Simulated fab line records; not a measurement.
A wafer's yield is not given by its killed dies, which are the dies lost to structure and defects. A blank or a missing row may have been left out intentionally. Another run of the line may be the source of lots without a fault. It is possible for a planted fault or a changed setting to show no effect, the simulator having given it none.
fab line records -- flow sky130
record lots=6, wafers=18, last_day=50
route steps=708 shown VT_ADJUST_PCH@146 SONOS_TUNNEL@154
lots that met no fault: taken from a fault-free run of the same line
start_h: hours from the record's opening day to when the first of the lot's shown wafers began -- wait_h: hours from the lot's prior step to this one -- " unchanged from the row above -- L1.1+2: a row that stands for several wafers -- - no value present, or no start provided -- * or withheld: withheld -- < > ~ a bound
route shown NAME@n: NAME is a module with steps in the file, n the number in the route of the first one -- usual: mean and standard deviation over wafers with no fault -- same: alike in all rows -- chamber/n: place in a boat -- sites: readings site by site -- _std_site: the standard deviation of these -- _edge_site: inner sites' mean taken away from outer sites' mean -- radius_mm: for every site, how far away it sits from the centre of the wafer -- mask NAME#n: copy n -- behind: the last tool/chamber to shape the wafer -- hold: why the lot was held/for how many hours/how that ended -- device: the transistor (n, p or np) that didn't switch -- end of line: the route-end tests of the same wafers -- a step with no rows: only its recipe -- killed: not the wafer's yield, but the dies lost to structure and defects at the first sort -- map: a wafer's dies, marking killed ones x, the rest . and places with no die _
set.NAME: setting as actually run; set.NAME@STEP: the setting as run at that earlier step -- model.NAME: the simulator's own value behind a step, which no gauge read
lots at selected steps of the route; one table per step, one row per wafer
services: the hour from which a tool's chamber was out of use, counted from the record's first day as start_h (under 0 if before that day), plus the number of hours and why
## steps
# step SKY_VT_ADJUST_PCH_SOFTBAKE_03
# recipe temp_c=110, time_s=withheld
# step SKY_VT_ADJUST_PCH_EXPOSE_04
# recipe mask_id=NWM, na=0.6, source_shape=conventional, sigma_outer=0.6, polarization=unpolarized, target_cd_nm=840, dose_mj=255
# step SKY_VT_ADJUST_PCH_PEB_05
# recipe temp_c=115, time_s=withheld
# step SKY_VT_ADJUST_PCH_DEVELOP_06
# recipe wall_angle_deg=90, developer=TMAH, develop_time_s=60, dev_temp_c=23
# step SKY_VT_ADJUST_PCH_OVL_MEAS_07
# usual VT_ADJUST_PCH_OVL=1.3/1.3
lot.wafer,tool,chamber,start_h,wait_h,VT_ADJUST_PCH_OVL[nm]
L330.2,overlay-02,-,224.85,-,1.0
L330.3,overlay-02,-,224.85,-,0.8
L330.5,overlay-02,-,224.85,-,0.3
L339.1,overlay-02,-,288.33,-,0.7
L339.3,overlay-02,-,288.33,-,4.3
L339.6,overlay-02,-,288.33,-,3.3
L340.3,overlay-02,-,296.55,-,2.6
L340.5,overlay-02,-,296.55,-,0.6
L340.6,overlay-02,-,296.55,-,1.5
L345.1,overlay-02,-,336.44,-,2.6
L345.4,overlay-02,-,336.44,-,1.8
L345.5,overlay-02,-,336.44,-,3.8
L350.3,overlay-02,-,375.49,-,2.5
L350.5,overlay-02,-,375.49,-,3.1
L350.6,overlay-02,-,375.49,-,1.7
L352.3,overlay-01,-,393.00,-,1.0
L352.5,overlay-01,-,393.00,-,0.9
L352.6,overlay-01,-,393.00,-,-1.3
# step SKY_VT_ADJUST_PCH_IMPLANT_08
# recipe species=B, energy_kev=10, dose_cm2=5e+11, tilt_deg=withheld
# step SKY_VT_ADJUST_PCH_STRIP_09
# recipe chemistry=O2/N2, power_w=1400, pressure_mtorr=1500, platen_temp_c=withheld, o2_flow_sccm=3000, n2_flow_sccm=300, overash_fraction=0.5
# usual drypump_motor_current_A=5.52/0.13, oes_product_au=0.722/0.0044, strip_time_to_endpoint_s=36.93/0.11
lot.wafer,tool,chamber,start_h,wait_h,drypump_motor_current_A,oes_product_au,rf_hours_counter_h,strip_time_to_endpoint_s
L330.2,plasma_asher-04,1,225.03,0.1,5.43,0.722,11,36.86
L330.3,plasma_asher-04,1,225.03,0.1,5.44,0.728,-,36.91
L330.5,plasma_asher-04,1,225.03,0.1,5.39,0.722,-,36.88
L339.1,plasma_asher-04,1,288.51,0.1,5.42,0.725,17,36.84
L339.3,plasma_asher-04,0,288.51,0.1,5.67,0.724,-,36.76
L339.6,plasma_asher-04,1,288.51,0.1,5.42,0.723,-,36.82
L340.3,plasma_asher-04,1,296.76,0.1,5.41,0.723,-,36.91
L340.5,plasma_asher-04,1,296.76,0.1,5.45,0.725,-,36.93
L340.6,plasma_asher-04,0,296.76,0.1,5.65,0.730,-,36.90
L345.1,plasma_asher-02,0,336.62,0.1,5.35,0.722,51,36.79
L345.4,plasma_asher-02,1,336.62,0.1,5.60,0.723,-,36.71
L345.5,plasma_asher-02,1,336.62,0.1,5.60,0.717,-,36.80
L350.3,plasma_asher-03,0,375.69,0.1,5.63,0.725,-,36.88
L350.5,plasma_asher-03,1,375.69,0.1,5.68,0.724,-,36.95
L350.6,plasma_asher-03,0,375.69,0.1,5.60,0.722,-,36.93
L352.3,plasma_asher-03,1,393.21,0.1,5.67,0.721,-,36.97
L352.5,plasma_asher-03,1,393.21,0.1,5.66,0.721,-,36.78
L352.6,plasma_asher-03,0,393.21,0.1,5.64,0.724,-,36.84
# step SKY_VT_ADJUST_PCH_TW_MEAS_10
# usual VT_ADJUST_PCH_TW=142.7/1
lot.wafer,tool,chamber,start_h,wait_h,VT_ADJUST_PCH_TW
L330.2,film_metro-02,-,225.14,0.1,143.6
L330.3,film_metro-02,-,225.14,0.1,144.0
L330.5,film_metro-02,-,225.14,0.1,142.7
L339.1,film_metro-02,-,288.61,0.1,140.2
L339.3,film_metro-02,-,288.61,0.1,141.3
L339.6,film_metro-02,-,288.61,0.1,140.9
L340.3,film_metro-02,-,296.84,0.1,141.6
L340.5,film_metro-02,-,296.84,0.1,141.0
L340.6,film_metro-02,-,296.84,0.1,141.0
L345.1,film_metro-03,-,336.72,0.1,142.7
L345.4,film_metro-03,-,336.72,0.1,142.7
L345.5,film_metro-03,-,336.72,0.1,142.0
L350.3,film_metro-03,-,375.78,0.1,141.7
L350.5,film_metro-03,-,375.78,0.1,142.1
L350.6,film_metro-03,-,375.78,0.1,142.0
L352.3,film_metro-02,-,393.29,0.1,142.1
L352.5,film_metro-02,-,393.29,0.1,142.0
L352.6,film_metro-02,-,393.29,0.1,141.1
# step SKY_SONOS_TUNNEL_DEHYDRATE_00
# recipe temp_c=200, time_s=60
# step SKY_SONOS_TUNNEL_HMDS_01
# recipe prime_time_s=60, prime_temp_c=120
# step SKY_SONOS_TUNNEL_COAT_02
# recipe resist=NOVOLAK, spin_rpm=3000, resist_thk_nm=1140
# step SKY_SONOS_TUNNEL_SOFTBAKE_03
# recipe temp_c=90, time_s=60, resist=NOVOLAK
# step SKY_SONOS_TUNNEL_EXPOSE_04
# recipe mask_id=TUNM, na=0.6, source_shape=conventional, sigma_outer=0.6, polarization=unpolarized, target_cd_nm=410, dose_mj=136
# usual exposure_dose_mJ_cm2=135.98/0.16, focus_offset_nm=0.0/0.53
lot.wafer,tool,chamber,start_h,wait_h,mask,exposure_dose_mJ_cm2,focus_offset_nm
L330.2,iline_stepper-02,0,237.00,-,TUNM#0,136.11,-0.5
L330.3,iline_stepper-02,0,237.00,-,TUNM#0,136.11,-0.5
L330.5,iline_stepper-02,0,237.00,-,TUNM#0,135.86,-1.5
L339.1,iline_stepper-01,-,300.06,-,TUNM#0,-,-
L339.3,iline_stepper-01,-,300.06,-,TUNM#0,-,-
L339.6,iline_stepper-01,-,300.06,-,TUNM#0,-,-
L340.3,iline_stepper-01,-,308.58,-,TUNM#0,-,-
L340.5,iline_stepper-01,-,308.58,-,TUNM#0,-,-
L340.6,iline_stepper-01,-,308.58,-,TUNM#0,-,-
L345.1,iline_stepper-02,0,350.08,-,TUNM#0,135.98,0.0
L345.4,iline_stepper-02,0,350.08,-,TUNM#0,135.88,0.7
L345.5,iline_stepper-02,0,350.08,-,TUNM#0,136.11,0.1
L350.3,iline_stepper-01,0,389.78,-,TUNM#0,135.76,-0.1
L350.5,iline_stepper-01,0,389.78,-,TUNM#0,135.82,-0.2
L350.6,iline_stepper-01,0,389.78,-,TUNM#0,135.86,-0.1
L352.3,iline_stepper-02,0,408.45,-,TUNM#0,136.01,-0.5
L352.5,iline_stepper-02,0,408.45,-,TUNM#0,136.03,-0.5
L352.6,iline_stepper-02,0,408.45,-,TUNM#0,136.10,0.0
# step SKY_SONOS_TUNNEL_PEB_05
# recipe temp_c=withheld, time_s=*, resist=NOVOLAK
## services
tool,chamber,start_h,hours,kind
iline_stepper-02,-,213.50,4.4,pm
plasma_asher-03,-,227.99,5.0,repair
plasma_asher-04,-,231.82,2.7,repair
iline_stepper-01,0,236.69,-,calibration
iline_stepper-02,-,308.13,1.1,repair
iline_stepper-02,0,309.49,-,calibration
plasma_asher-03,-,322.64,28.1,pm
iline_stepper-02,-,326.95,8.9,pm
plasma_asher-02,-,335.01,0.8,repair
iline_stepper-02,-,346.81,1.7,pm
iline_stepper-01,-,362.79,1.7,pm
plasma_asher-03,-,394.04,3.6,repair
plasma_asher-03,-,396.44,2.7,repair
## key
first_sign step=SKY_SONOS_TUNNEL_EXPOSE_04, reading=tool_record, direction=missing
effect none on later readings
met_at SKY_SONOS_TUNNEL_EXPOSE_04
struck_wafers L339.1,L339.3,L339.6,L340.3,L340.5,L340.6
later_rows_left_out L339.1,L339.3,L339.6,L340.3,L340.5,L340.6
sort_left_out L339.1,L339.3,L339.6,L340.3,L340.5,L340.6
tester_left_out L339,L340
fault kind=skipped_step_whole, tool=iline_stepper-01, chamber=-, onset_h=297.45, steps=SKY_SONOS_TUNNEL_EXPOSE_04, scope=struck_lots_only
# tester_left_out: of these lots the tester's yield and bins aren't shown, on N5 and GAA mostly nor the transistor test; their killed dies are dies lost to structure and defects alone, not to doping, threshold or leakage, so they don't give the yield
# sort_left_out: the simulated sort isn't trusted on such a fault, so these wafers' sort isn't shown, and their yield isn't known
# later_rows_left_out: the simulator's readings of these wafers behind a module that went badly wrong aren't trusted and aren't shown, but for the sort
